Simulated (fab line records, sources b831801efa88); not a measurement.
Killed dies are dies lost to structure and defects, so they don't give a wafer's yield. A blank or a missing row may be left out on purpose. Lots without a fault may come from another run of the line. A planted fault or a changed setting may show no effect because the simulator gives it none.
Chamber matching | flow sky130 | SKY_CAPM_CVD_00 on pecvd-03: 3 sister chambers
The step deposits SiO2, target thk 15.5 nm. 3 wafers are shown with their chamber, then 7 later ones without.

WAFERS WITH THEIR CHAMBER
wafer  | chamber | heater_power_w (W)
L965.5 | 0       | 647
L974.1 | 2       | 745
L974.3 | 1       | 940

WAFERS WITHOUT THEIR CHAMBER
wafer  | heater_power_w (W)
L974.5 | 740
L975.2 | 585
L975.3 | 684
L975.5 | 591
L977.2 | 1051
L977.3 | 518
L977.6 | 509

WHICH CHAMBER EACH WENT THROUGH
wafer  | from the rows above     | in truth
L974.5 | can't be placed: 2 or 0 | 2
L975.2 | can't be placed: 0 or 2 | 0
L975.3 | can't be placed: 0 or 2 | 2
L975.5 | can't be placed: 0 or 2 | 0
L977.2 | 1                       | 1
L977.3 | can't be placed: 0 or 2 | 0
L977.6 | can't be placed: 0 or 2 | 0
Placed correctly: 1 of 7. Can't be placed from these rows: 6 (the true chamber is among the candidates in 6). Placed wrongly: 0.
How it was worked out, from the rows above alone: a wafer's distance from a chamber is the root of the sum, over the readings, of the square of ((its reading less the chamber's mean) divided by the reading's scatter). The wafer belongs to the nearest chamber; if the next one is less than 2 further off, it can't be placed. A chamber's mean is the mean of its shown wafers. The scatter: with one shown wafer a chamber, the root of the mean of the squares of how far each hidden wafer lies from its nearest shown one.
